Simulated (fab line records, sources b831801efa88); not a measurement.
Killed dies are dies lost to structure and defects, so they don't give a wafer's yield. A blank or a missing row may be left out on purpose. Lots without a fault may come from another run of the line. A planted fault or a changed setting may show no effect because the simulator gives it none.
A struck lot beside a sound one | flow sky130 | 14 steps out of a route of 708
Sound: wafers L670.4, L670.5, L670.6. Struck: wafers L680.1, L680.2, L680.3. The cause comes at the end.
At each step with rows: each side's tool, then ch and its chambers, then its first start. Under that, the readings that differ: sound wafers | struck wafers | difference of the means | sigmas: that difference in standard deviations of wafers without a fault.
alike: readings whose means differ by less than 2 such deviations, and words and numbers that are the same on both sides. not compared: withheld readings, readings that some wafer has no value for, bounds like >300 that may hide the same value, and numbers for which the record gives no deviation and whose values overlap.
The two part at a step that has a row with sigmas, a row that says differs or no value, or rows on one side only. Numbers that don't overlap but have no deviation are shown without sigmas and don't part them. A reading that every wafer of one side lacks parts them only if that side has two wafers or more.

first, 3 steps without rows for these wafers: SKY_METAL4_CLEAN_21 (cleans in IPA, time 180 s); SKY_METAL4_CLEAN_22 (cleans in O3/DIW); SKY_VIA4_HDPCVD_00 (deposits SiO2, target thk 1750 nm, time 291.7 s).
SKY_VIA4_THK_MEAS_01:
  sound on film_metro-01, day 42 19:16; struck on film_metro-04, day 45 09:18
  alike: VIA4_HDPCVD_THK
SKY_VIA4_CMP_02: polishes SiO2.
  sound on cmp-02 ch 0,3, day 42 19:17; struck on cmp-01 ch 0,2,3, day 45 09:29
  alike: motor_current_A
SKY_VIA4_BOW_MEAS_03:
  sound on film_metro-01, day 42 19:39; struck on film_metro-01, day 45 09:47
  alike: VIA4_BOW
then, 6 steps without rows for these wafers: SKY_VIA4_DEHYDRATE_04 (time 60 s); SKY_VIA4_HMDS_05 (prime time 60 s); SKY_VIA4_COAT_06 (resist thk 1140 nm); SKY_VIA4_SOFTBAKE_07 (time 60 s); SKY_VIA4_EXPOSE_08 (exposes mask VIM4, target cd 800 nm); SKY_VIA4_PEB_09.
SKY_VIA4_DEVELOP_10: develop time 60 s.
  sound on litho_track-04 ch 0, day 43 18:02; struck on litho_track-04, day 46 06:01
  no value came back on the struck wafers for chill_plate_temp_C (C), develop_time_s (s), resist_line_temp_C (C); on the sound wafers chill_plate_temp_C (C) reads 23.07 22.86 22.92
SKY_VIA4_OVL_MEAS_11:
  sound on overlay-02, day 43 18:08; struck on overlay-01, day 46 06:10
  reading       | sound        | struck | difference                    | sigmas
  VIA4_OVL (nm) | -1.0 1.1 0.7 | - - -  | no value on the struck wafers |

WHERE THEY PART
First at SKY_VIA4_DEVELOP_10; last, within this record, at SKY_VIA4_OVL_MEAS_11.

WHY: what the simulator had put in
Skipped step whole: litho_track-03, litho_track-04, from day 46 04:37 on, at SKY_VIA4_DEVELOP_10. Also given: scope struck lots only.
